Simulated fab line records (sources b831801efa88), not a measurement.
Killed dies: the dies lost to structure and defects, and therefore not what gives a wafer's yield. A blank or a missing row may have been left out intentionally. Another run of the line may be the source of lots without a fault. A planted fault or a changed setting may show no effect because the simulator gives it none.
The same fault as seen by 2 desks -- flow sky130 -- numbers are kept per desk, each desk with only its own; the story behind them comes last

== AT THE METROLOGY DESK ==
What the gauges read, lot by lot, whatever tool the lot ran on: means of the sampled wafers that have a number. Marked OUT: a lot whose mean sits more than 4 standard deviations from the usual mean, which makes it out of limits; the brackets give that distance.
Columns: A = cd-nm at SKY_FIELD_ISO_CD_MEAS_13, usual 150.0 nm
lot,first seen here,A
L919,day 2 22:47,151.0
L926,day 4 08:14,150.0
L932,day 5 16:19,151.9
L933,day 5 20:18,149.8
L934,day 6 02:14,150.6
L935,day 6 07:18,149.0
L939,day 7 03:55,150.2
Finding of this desk: none of the 7 lots has anything out of limits.

== FOR THE TOOL OWNER'S DESK: rie-si-02 ==
The tool's own readings at SKY_FIELD_ISO_ETCH_17 (etches Si in HBr/Cl2/O2, target depth 342 nm, time 97.7 s): means of the sampled wafers that have a number, for each lot that ran on this tool. Marked OUT: a lot whose mean sits more than 4 standard deviations from the usual mean, which makes it out of limits; the brackets give that distance.
Columns: A = drypump-motor-current-A at SKY_FIELD_ISO_ETCH_17, usual 5.78 A; B = oes-product-au at SKY_FIELD_ISO_ETCH_17, usual 1.002 a.u.; C = run-length-s at SKY_FIELD_ISO_ETCH_17, usual 126.0 s; D = throttle-valve-pct at SKY_FIELD_ISO_ETCH_17, usual 25.656 %
lot,first seen here,A,B,C,D
L919,day 2 23:07,6.05,1.013,126.0,25.641
L926,day 4 08:34,5.75,1.005,126.2,25.660
L932,day 5 16:38,5.93,1.002,116.8 (-20) OUT,25.652
L934,day 6 02:34,5.74,1.013,121.7 (-9.1) OUT,25.647
L935,day 6 07:36,5.74,0.999,116.7 (-20) OUT,25.655
This desk's verdict: out of limits on L932, L934, L935, starting with L932 at day 5 16:38 (run-length-s at SKY_FIELD_ISO_ETCH_17). L919, L926 stayed within limits.

== ALL TOGETHER ==
At day 5 16:38, on L932, L934, L935, the tool owner's desk was in a position to raise an alarm.
From the metrology desk's view, nothing was out of limits.
The metrology desk holds a record of L932, L934, L935, inside its limits.
Of the lots named, all ran SKY_FIELD_ISO_ETCH_17 on rie-si-02.

== WHAT WAS PUT IN BY THE SIMULATOR ==
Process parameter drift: rie-si-02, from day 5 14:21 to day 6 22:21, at SKY_FIELD_ISO_ETCH_17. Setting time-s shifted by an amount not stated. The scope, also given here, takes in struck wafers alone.
Shown lots that were struck: L932, L934, L935.
How many hours passed from the start of the fault until each desk's first out-of-limits reading: the tool owner's desk, 2.
